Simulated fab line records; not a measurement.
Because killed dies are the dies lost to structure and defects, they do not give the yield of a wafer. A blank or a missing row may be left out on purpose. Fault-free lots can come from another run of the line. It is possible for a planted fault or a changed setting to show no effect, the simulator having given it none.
Matching of chambers	flow sky130	SKY_VIA1_CMP_02 on cmp-02: 4 sister chambers
The step polishes SiO2. 16 wafers are shown with their chamber, then 8 later ones without.

== WAFERS, EACH WITH ITS CHAMBER ==
wafer	chamber	motor current A (A)	slurry flow ml min
L074.2	3	11.2	150.6
L074.5	1	10.9	150.3
L074.6	0	11.6	150.3
L075.2	0	11.2	150.1
L075.3	2	11.9	150.2
L075.4	1	11.4	149.8
L076.3	3	11.1	149.9
L076.4	2	11.8	151.2
L076.6	1	10.4	150.3
L078.2	1	11.1	149.2
L078.3	2	11.6	150.2
L078.5	0	11.0	150.0
L079.2	3	10.2	149.9
L079.5	1	10.6	150.2
L079.6	2	12.1	150.1
L081.3	1	10.2	150.0

SIGNATURES (averages over the wafers above)
reading	chamber 0	chamber 1	chamber 2	chamber 3	scatter within a chamber
motor current A	11.267	10.767	11.850	10.833	0.402
slurry flow ml min	150.133	149.967	150.425	150.133	0.416
Rule: distance of a wafer from a chamber = root of the sum over the readings of ((wafer's reading minus chamber's mean) / reading's scatter) squared. The wafer belongs to the nearest chamber; if the next one is less than 2 further off, it can't be placed. The scatter: the root of (the sum of the squares of (reading less its chamber's mean) over the shown wafers, divided by (wafers less chambers)).

== WAFERS WITH NO CHAMBER GIVEN ==
wafer	motor current A (A)	slurry flow ml min
L081.4	10.6	150.5
L081.6	10.7	150.2
L082.1	12.5	149.8
L082.3	10.7	150.1
L082.4	10.9	150.5
L088.1	11.1	150.0
L088.2	12.7	149.9
L088.5	11.5	149.4

== CHAMBER TAKEN BY EACH ==
wafer	from the rows above	in truth
L081.4	can't be placed: 3 or 1 or 0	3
L081.6	can't be placed: 3 or 1 or 0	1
L082.1	can't be placed: 2 or 0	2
L082.3	can't be placed: 3 or 1 or 0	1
L082.4	can't be placed: 3 or 0 or 1 or 2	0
L088.1	can't be placed: 0 or 3 or 1 or 2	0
L088.2	can't be placed: 2 or 0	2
L088.5	can't be placed: 0 or 1 or 3 or 2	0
Placed correctly: 0 of 8. These rows do not allow placing 8 (true chamber among the candidates in 8). Number placed wrongly: 0.
